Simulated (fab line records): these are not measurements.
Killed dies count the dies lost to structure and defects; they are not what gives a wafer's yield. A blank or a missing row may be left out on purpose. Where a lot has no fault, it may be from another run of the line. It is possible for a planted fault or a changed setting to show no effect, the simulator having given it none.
Chamber matching    flow sky130    4 sister chambers for SKY_FIELD_ISO_ETCH_17 on rie si-01
The step etches Si in HBr/Cl2/O2, target depth 342 nm, time 97.7 s. 4 wafers are shown with their chamber, then 8 later ones without.

== EACH WAFER AND ITS CHAMBER ==
wafer   chamber  oes product au (a.u.)
L530.2  3        0.994
L530.3  1        0.994
L530.4  2        0.985
L533.1  0        1.012

== WAFERS WHOSE CHAMBER IS MISSING ==
wafer   oes product au (a.u.)
L533.4  0.976
L533.5  0.979
L534.1  0.986
L534.2  0.999
L534.4  0.996
L535.2  1.021
L535.4  1.000
L535.5  0.993

== WHICH CHAMBER EACH ONE RAN IN ==
wafer   from the rows above                in truth
L533.4  can't be placed: 2 or 1 or 3       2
L533.5  can't be placed: 2 or 1 or 3       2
L534.1  can't be placed: 2 or 1 or 3       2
L534.2  can't be placed: 1 or 3 or 0 or 2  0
L534.4  can't be placed: 1 or 3 or 2       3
L535.2  0                                  0
L535.4  can't be placed: 1 or 3 or 0 or 2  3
L535.5  can't be placed: 1 or 3 or 2       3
1 of 8 placed correctly. From these rows, 7 cannot be placed; in 7 the true chamber is one of the candidates. Placed wrongly: 0.
How it was worked out, from the rows above alone: a wafer's distance from a chamber is the root of the sum, over the readings, of the square of ((its reading less the chamber's mean) divided by the reading's scatter). If the next closest chamber is less than 2 further off than the closest, the wafer can't be placed; otherwise it belongs to the closest. Each chamber's mean is taken over the wafers shown for it. The scatter (one wafer shown for each chamber): square how far every hidden wafer sits from the nearest shown wafer, average those squares and take the square root.
